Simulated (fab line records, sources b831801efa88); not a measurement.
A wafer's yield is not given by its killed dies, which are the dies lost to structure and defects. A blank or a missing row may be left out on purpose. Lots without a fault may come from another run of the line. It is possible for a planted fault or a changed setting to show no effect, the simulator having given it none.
One fault seen from 2 desks :: flow gf180mcu :: numbers are kept per desk, each desk with only its own; the story behind them comes last

METROLOGY DESK
Means of the sampled wafers that have a number, per lot and without regard to the tool the lot ran on: this is what the gauges read. The brackets show how far a lot's mean lies from the usual mean; more than 4 standard deviations puts the lot out of limits, marked OUT.
Columns: A = cd-nm at GF_HV_LDD_CD_MEAS_46, usual 399.4 nm; B = HV_LDD_03_OVL at GF_HV_LDD_OVL_MEAS_47, usual 0.2 nm; C = HV_LDD_4_TW at GF_HV_LDD_TW_MEAS_50, usual 568; D = HV_LDD_RS at GF_HV_LDD_RS_MEAS_53, usual 417.6 ohm/sq; E = HV_LDD_CVD_54_THK at GF_HV_LDD_THK_MEAS_55, usual 10.03 nm; F = HV_LDD_CVD_56_THK at GF_HV_LDD_THK_MEAS_57, usual 90.0 nm
lot: L854
first seen here: day 12 07:36
A: 398.2
B: -1.6
C: 559
D: 417.9
E: 9.86
F: 90.5

lot: L858
first seen here: day 13 15:16
A: 395.0
B: 3.4
C: 567
D: 417.2
E: 10.22
F: 90.5

lot: L859
first seen here: day 13 17:53
A: 395.5
B: -1.6
C: 564
D: 416.4
E: 9.84
F: 89.9

lot: L867
first seen here: day 16 17:07
A: 401.8
B: -0.1
C: 568
D: 419.0
E: 10.02
F: 89.6

lot: L873
first seen here: day 18 15:59
A: 401.7
B: 1.5
C: 563
D: 416.8
E: 10.21
F: 90.0

lot: L874
first seen here: day 19 05:34
A: 401.7
B: -0.7
C: 562
D: 416.6
E: 10.17
F: 88.8
This desk's finding: nothing out of limits on any of the 6 lots.

DESK OF THE TOOL OWNER: lpcvd-02
The tool's own readings at GF_HV_LDD_CVD_56 (deposits Si3N4 from DCS/NH3, target thk 90 nm, time 1543 s): means of the sampled wafers that have a number, for each lot that ran on this tool. The brackets show how far a lot's mean lies from the usual mean; more than 4 standard deviations puts the lot out of limits, marked OUT.
Columns: A = spike-tc-centre-C at GF_HV_LDD_CVD_56, usual 770.5 C; B = spike-tc-upper-C at GF_HV_LDD_CVD_56, usual 769.8 C; C = zone-power-bottom-pct at GF_HV_LDD_CVD_56, usual 18.4 %; D = zone-power-centre-pct at GF_HV_LDD_CVD_56, usual 13.0 %; E = zone-power-top-pct at GF_HV_LDD_CVD_56, usual 23.8 %; F = zone-power-upper-pct at GF_HV_LDD_CVD_56, usual 12.8 %
lot: L858
first seen here: day 13 17:04
A: 769.5
B: 770.9
C: 17.4
D: 12.3
E: 21.4
F: 12.8

lot: L859
first seen here: day 13 19:56
A: 770.7
B: 770.4
C: 17.3
D: 12.3
E: 21.4
F: 12.7

lot: L873
first seen here: day 18 17:44
A: 775.8 (+4.1) OUT
B: 730.0 (-31) OUT
C: 18.6
D: 21.3 (+5.2) OUT
E: 31.7 (+4.9) OUT
F: 1.7 (-13) OUT

lot: L874
first seen here: day 19 07:18
A: 775.1
B: 732.1 (-29) OUT
C: 17.6
D: 17.2
E: 26.8
F: 1.8 (-13) OUT
This desk's verdict: out of limits on L873, L874, starting with L873 at day 18 17:44 (spike-tc-centre-C at GF_HV_LDD_CVD_56). Within limits: L858, L859.

BROUGHT TOGETHER
On L873, L874, at day 18 17:44, an alarm was possible from the tool owner's desk.
Metrology desk: nothing out of limits seen.
The metrology desk has L873, L874 on record, within its limits.
GF_HV_LDD_CVD_56 was run on lpcvd-02 by each of the lots named.

WHAT THE SIMULATOR HAD PUT IN
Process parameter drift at GF_HV_LDD_CVD_56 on lpcvd-02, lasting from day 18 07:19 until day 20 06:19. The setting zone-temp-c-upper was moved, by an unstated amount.
Lots struck among those shown: L873, L874.
Time in hours from fault onset to the first out-of-limits reading at each desk: the tool owner's desk, 10.
